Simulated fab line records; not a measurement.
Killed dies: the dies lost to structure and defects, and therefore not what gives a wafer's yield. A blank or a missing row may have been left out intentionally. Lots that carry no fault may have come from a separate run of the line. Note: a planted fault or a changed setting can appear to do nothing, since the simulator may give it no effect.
fab line records	flow sky130
record lots=13	wafers=39	last_day=50
route steps=708 shown VT_ADJUST_LVTN@106 SONOS_ONO@171 PAD_OPEN@708
lots that met no fault: taken from a fault-free run of the same line
start_h: the number of hours between the record's first day and the start of the first shown wafer of the lot	wait_h: how many hours have passed since the lot's step before this one	" as in the row above	L1.1+2: a row that stands for several wafers	- no value present, or no start provided	* or withheld: withheld	< > ~ a bound
route shown NAME@n: a module of which the file shows steps, and the number in the route of the first	usual: mean/standard deviation taken from wafers without a fault	same: alike in all rows	chamber/n: place in a boat	sites: each site's reading	_std_site: standard deviation of those values	_edge_site: outer sites' mean less inner sites'	radius_mm: for every site, how far away it sits from the centre of the wafer	mask NAME#n: copy n	behind: the most recent tool/chamber to have shaped the wafer	hold: what put the lot on hold/how long, in hours/how the hold closed	device: the n, p or np transistor that did not switch	end of line: the route-end tests of the same wafers	a step without rows: its recipe alone	killed: at the first sort, the dies lost to defects and structure; wafer yield is something else	map: the dies of a wafer, with x for killed, . for not killed, _ for no die there
set.NAME: setting as actually run; set.NAME@STEP: the setting as run at that earlier step	model.NAME: the simulator's own value behind a step, which no gauge read
route steps across a sampled set of lots; one table per step, one row per wafer
services: from which hour (start_h, from the record's first day; less than 0 if before it) a tool's chamber was out of use, for how many hours, and why
## steps
# step SKY_VT_ADJUST_LVTN_STRIP_09
# recipe chemistry=O2/N2	power_w=1400	pressure_mtorr=1500	platen_temp_c=withheld	o2_flow_sccm=3000	n2_flow_sccm=300	overash_fraction=0.5
# usual drypump_motor_current_A=5.73/0.13	oes_product_au=0.723/0.0045	strip_time_to_endpoint_s=36.93/0.11
lot.wafer	tool	chamber	start_h	wait_h	drypump_motor_current_A	oes_product_au	rf_hours_counter_h	strip_time_to_endpoint_s
L961.2	plasma_asher-04	0	146.91	0.1	5.75	0.720	30	36.74
L961.3	"	1	"	"	5.85	0.728	-	36.66
L961.4	"	0	"	"	5.75	0.722	-	36.77
L962.4	plasma_asher-01	0	151.64	0.1	5.49	0.722	-	36.89
L962.5	"	1	"	"	5.74	0.722	-	36.92
L962.6	"	0	"	"	5.49	0.723	-	36.85
L963.1	plasma_asher-01	1	160.01	0.1	5.75	0.723	39	36.92
L963.2	"	0	"	"	5.49	0.719	39	36.92
L963.4	"	1	"	"	5.72	0.724	-	37.04
L964.1	plasma_asher-04	1	161.82	0.1	5.86	0.712	32	37.10
L964.2	"	0	"	"	5.76	0.717	32	37.09
L964.5	"	1	"	"	5.89	0.731	-	37.22
L965.1	plasma_asher-01	0	170.01	0.1	5.49	0.718	40	36.98
L965.2	"	1	"	"	5.74	0.721	40	36.86
L965.3	"	1	"	"	5.75	0.713	-	36.87
L966.2	plasma_asher-02	1	174.82	0.1	5.88	0.719	6	37.08
L966.3	"	0	"	"	5.61	0.723	-	37.03
L966.6	"	0	"	"	5.61	0.725	-	37.00
L973.1	plasma_asher-04	1	219.51	0.1	5.88	0.737	37	36.96
L973.2	"	0	"	"	5.75	0.716	37	37.01
L973.5	"	0	"	"	5.76	0.727	-	36.96
L975.2	plasma_asher-02	1	234.16	0.1	5.87	0.728	11	37.11
L975.4	"	0	"	"	5.59	0.721	-	36.93
L975.6	"	1	"	"	5.88	0.722	-	37.04
L977.1	plasma_asher-02	1	253.56	0.1	5.88	0.717	13	36.94
L977.5	"	0	"	"	5.59	0.717	-	37.08
L977.6	"	1	"	"	5.88	0.719	-	37.14
L979.1	plasma_asher-04	0	264.37	0.1	5.74	0.725	42	36.92
L979.4	"	1	"	"	5.86	0.723	-	36.89
L979.5	"	0	"	"	5.76	0.721	-	36.98
L981.1	plasma_asher-02	1	273.67	0.1	5.84	0.725	15	36.82
L981.3	"	0	"	"	5.61	0.730	-	36.85
L981.4	"	1	"	"	5.85	0.729	-	36.93
L983.1	plasma_asher-04	0	295.81	0.1	5.75	0.719	44	36.99
L983.2	"	1	"	"	5.89	0.719	44	37.03
L983.3	"	1	"	"	5.84	0.727	-	36.91
L984.3	plasma_asher-04	0	304.94	0.1	5.75	0.722	-	36.96
L984.4	"	1	"	"	5.89	0.714	-	36.86
L984.6	"	0	"	"	5.75	0.726	-	36.91
# step SKY_VT_ADJUST_LVTN_IMPLANT_19
# recipe species=B	energy_kev=30	dose_cm2=6.5e+11	tilt_deg=withheld
# usual beam_energy_keV=29.997/0.01
lot.wafer	tool	chamber	start_h	wait_h	beam_energy_keV
L961.2	implanter-02	0	167.10	0.0	29.987
L961.3	"	0	"	"	29.990
L961.4	"	0	"	"	30.001
L962.4	implanter-02	0	171.20	0.1	29.994
L962.5	"	0	"	"	29.995
L962.6	"	0	"	"	29.982
L963.1	implanter-03	0	179.06	0.0	30.000
L963.2	"	0	"	"	29.986
L963.4	"	0	"	"	29.983
L964.1	implanter-03	0	181.56	0.0	29.996
L964.2	"	0	"	"	29.994
L964.5	"	0	"	"	29.989
L965.1	implanter-02	0	190.57	0.0	30.000
L965.2	"	0	"	"	29.987
L965.3	"	0	"	"	29.991
L966.2	implanter-02	0	195.55	0.0	29.992
L966.3	"	0	"	"	30.001
L966.6	"	0	"	"	30.007
L973.1	implanter-02	0	242.82	0.0	30.692
L973.2	"	0	"	"	30.671
L973.5	"	0	"	"	30.673
L975.2	implanter-02	0	257.83	0.0	30.673
L975.4	"	0	"	"	30.689
L975.6	"	0	"	"	30.672
L977.1	implanter-04	0	278.52	0.0	30.014
L977.5	"	0	"	"	30.016
L977.6	"	0	"	"	30.002
L979.1	implanter-03	0	288.66	0.0	29.997
L979.4	"	0	"	"	29.998
L979.5	"	0	"	"	29.987
L981.1	implanter-03	0	298.01	0.0	30.022
L981.3	"	0	"	"	30.006
L981.4	"	0	"	"	30.006
L983.1	implanter-02	0	321.46	0.0	30.007
L983.2	"	0	"	"	30.005
L983.3	"	0	"	"	30.019
L984.3	implanter-02	0	330.97	0.1	30.008
L984.4	"	0	"	"	29.984
L984.6	"	0	"	"	29.999
# step SKY_VT_ADJUST_LVTN_STRIP_20
# recipe chemistry=O2/N2	power_w=1400	pressure_mtorr=1500	platen_temp_c=withheld	o2_flow_sccm=3000	n2_flow_sccm=300	overash_fraction=0.5
# usual drypump_motor_current_A=5.70/0.14	oes_product_au=0.716/0.0046	strip_time_to_endpoint_s=14.19/0.043
lot.wafer	tool	chamber	start_h	wait_h	drypump_motor_current_A	oes_product_au	rf_hours_counter_h	strip_time_to_endpoint_s
L961.2	plasma_asher-04	1	167.22	0.1	5.88	0.715	32	14.24
L961.3	"	0	"	"	5.76	0.714	-	14.19
L961.4	"	1	"	"	5.88	0.720	-	14.21
L962.4	plasma_asher-02	1	171.30	0.1	5.86	0.712	-	14.21
L962.5	"	1	"	"	5.88	0.718	-	14.20
L962.6	"	0	"	"	5.60	0.716	-	14.21
L963.1	plasma_asher-02	0	179.21	0.1	5.61	0.722	6	14.22
L963.2	"	1	"	"	5.86	0.712	6	14.19
L963.4	"	0	"	"	5.60	0.715	-	14.14
L964.1	plasma_asher-01	0	181.71	0.1	5.51	0.711	41	14.22
L964.2	"	1	"	"	5.74	0.716	41	14.25
L964.5	"	1	"	"	5.75	0.718	-	14.25
L965.1	plasma_asher-04	1	190.72	0.1	5.86	0.725	35	14.16
L965.2	"	0	"	"	5.75	0.716	35	14.13
L965.3	"	1	"	"	5.87	0.725	-	14.16
L966.2	plasma_asher-01	0	195.67	0.1	5.49	0.715	43	14.19
L966.3	"	0	"	"	5.50	0.720	-	14.23
L966.6	"	0	"	"	5.50	0.721	-	14.22
L973.1	plasma_asher-04	0	242.97	0.1	5.74	0.721	40	14.19
L973.2	"	1	"	"	5.85	0.711	40	14.23
L973.5	"	1	"	"	5.86	0.716	-	14.23
L975.2	plasma_asher-04	1	257.96	0.1	5.86	0.718	41	14.22
L975.4	"	0	"	"	5.75	0.721	-	14.20
L975.6	"	1	"	"	5.85	0.725	-	14.24
L977.1	plasma_asher-01	0	278.67	0.1	5.47	0.714	51	14.15
L977.5	"	1	"	"	5.75	0.716	-	14.19
L977.6	"	0	"	"	5.49	0.715	-	14.18
L979.1	plasma_asher-01	1	288.81	0.1	5.73	0.717	52	14.25
L979.4	"	0	"	"	5.51	0.719	-	14.25
L979.5	"	0	"	"	5.47	0.711	-	14.27
L981.1	plasma_asher-02	1	298.16	0.1	5.86	0.715	18	14.15
L981.3	"	1	"	"	5.87	0.721	-	14.10
L981.4	"	0	"	"	5.61	0.709	-	14.13
L983.1	plasma_asher-01	1	321.61	0.1	5.73	0.723	56	14.17
L983.2	"	0	"	"	5.49	0.719	56	14.17
L983.3	"	0	"	"	5.50	0.722	-	14.17
L984.3	plasma_asher-01	1	331.10	0.1	5.75	0.712	-	14.24
L984.4	"	0	"	"	5.47	0.716	-	14.27
L984.6	"	1	"	"	5.75	0.717	-	14.24
# step SKY_SONOS_ONO_THK_MEAS_03
# recipe reads=Si3N4_of_SONOS_ONO_CVD_02
# usual SONOS_ONO_CVD_02_THK=10.49/0.12
lot.wafer	tool	chamber	start_h	wait_h	SONOS_ONO_CVD_02_THK[nm]
L961.2	film_metro-03	-	261.66	0.0	10.53
L961.3	"	-	"	"	10.45
L961.4	"	-	"	"	10.42
L962.4	film_metro-03	-	264.09	0.0	10.79
L962.5	"	-	"	"	10.67
L962.6	"	-	"	"	10.69
L963.1	film_metro-03	-	279.50	0.0	10.47
L963.2	"	-	"	"	10.30
L963.4	"	-	"	"	10.37
L964.1	film_metro-04	-	279.50	0.0	10.44
L964.2	"	-	"	"	10.56
L964.5	"	-	"	"	10.42
L965.1	film_metro-04	-	293.39	0.0	10.54
L965.2	"	-	"	"	10.64
L965.3	"	-	"	"	10.60
L966.2	film_metro-01	-	293.40	0.0	10.36
L966.3	"	-	"	"	10.43
L966.6	"	-	"	"	10.37
L973.1	film_metro-01	-	347.12	0.0	10.37
L973.2	"	-	"	"	10.34
L973.5	"	-	"	"	10.33
L975.2	film_metro-03	-	365.50	0.0	10.58
L975.4	"	-	"	"	10.45
L975.6	"	-	"	"	10.60
L977.1	film_metro-01	-	390.74	0.0	10.40
L977.5	"	-	"	"	10.45
L977.6	"	-	"	"	10.47
L979.1	film_metro-01	-	402.82	0.0	10.45
L979.4	"	-	"	"	10.41
L979.5	"	-	"	"	10.31
L981.1	film_metro-04	-	411.03	0.0	10.53
L981.3	"	-	"	"	10.54
L981.4	"	-	"	"	10.51
L983.1	film_metro-04	-	440.48	0.0	10.43
L983.2	"	-	"	"	10.48
L983.3	"	-	"	"	10.61
L984.3	film_metro-03	-	451.09	0.0	10.67
L984.4	"	-	"	"	10.58
L984.6	"	-	"	"	10.50
# step SKY_PAD_OPEN_PROBE_99
# usual killed_at_M0_to_M3=44/7	killed_at_M4_up=3.4/1.7	killed_at_contacts=24/4.9	killed_at_front_end=15/4.5	killed_at_other=0.4/0.61	killed_dies=86/9.7	killed_open=47/7.1	killed_short=39/6.1
# same gross_dies=492	killed_at_back_side=0
lot.wafer	tool	chamber	start_h	wait_h	killed_at_M0_to_M3	killed_at_M4_up	killed_at_contacts	killed_at_front_end	killed_at_other	killed_dies	killed_open	killed_short
L975.2	prober-02	-	1162.90	0.1	39	2	17	12	0	70	32	38
L975.4	prober-02	-	1163.00	0.2	42	1	25	18	1	87	42	45
L975.6	prober-02	-	1163.10	0.2	41	3	20	11	0	75	47	28
# killed by level:class
L975.2 VIA1:geometric_particle:open=9 FIELD_ISO:geometric_particle:short=7 METAL1:geometric_particle:short=6 LI_CONTACT:geometric_particle:open=5 CONTACT:geometric_particle:open=5 METAL2:geometric_particle:short=5 VIA2:geometric_particle:short=5 LOCAL_INTERCONNECT:geometric_particle:short=4
L975.4 VIA1:geometric_particle:open=11 CONTACT:geometric_particle:open=10 FIELD_ISO:geometric_particle:short=8 FIELD_ISO:geometric_particle:open=6 VIA1:geometric_particle:short=6 LOCAL_INTERCONNECT:geometric_particle:short=5 METAL2:geometric_particle:short=5 VIA3:geometric_particle:open=5
L975.6 LI_CONTACT:geometric_particle:open=9 VIA1:geometric_particle:open=7 METAL1:geometric_particle:short=7 VIA3:geometric_particle:open=7 VIA2:geometric_particle:open=6 CONTACT:geometric_particle:open=4 VIA1:geometric_particle:short=4 FIELD_ISO:geometric_particle:open=3
## services
tool	chamber	start_h	hours	kind
implanter-03	-	149.89	3.7	repair
implanter-02	-	160.25	1.9	repair
plasma_asher-02	-	177.45	1.0	repair
plasma_asher-04	-	186.93	1.3	repair
implanter-04	-	220.61	4.6	pm
implanter-02	-	235.14	2.8	pm
implanter-03	-	269.82	3.8	pm
implanter-03	-	275.81	2.2	repair
implanter-02	-	283.90	5.3	repair
plasma_asher-04	-	284.23	1.8	repair
plasma_asher-02	-	312.04	15.6	pm
## key
first_sign step=SKY_VT_ADJUST_LVTN_IMPLANT_19	reading=beam_energy_keV	direction=up	sigmas=68	usual=*	struck=*
effect none on later readings
met_at SKY_VT_ADJUST_LVTN_IMPLANT_19
struck_lots L973,L975
tester_left_out L973,L975
not_acting_at SKY_VT_ADJUST_LVTN_STRIP_09,SKY_VT_ADJUST_LVTN_STRIP_20,SKY_SONOS_ONO_THK_MEAS_03
onset_between 195.55 242.82
fault kind=process_parameter_drift	tool=implanter-02	chamber=-	onset_h=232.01	steps=SKY_VT_ADJUST_LVTN_IMPLANT_19	channel=energy_kev	offset=*	shape=step	end_h=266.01	acts_in=*	stated=*
# tester_left_out: of these lots the tester's yield and bins aren't shown, on N5 and GAA mostly nor the transistor test; their killed dies are dies lost to structure and defects alone, not to doping, threshold or leakage, so they don't give the yield
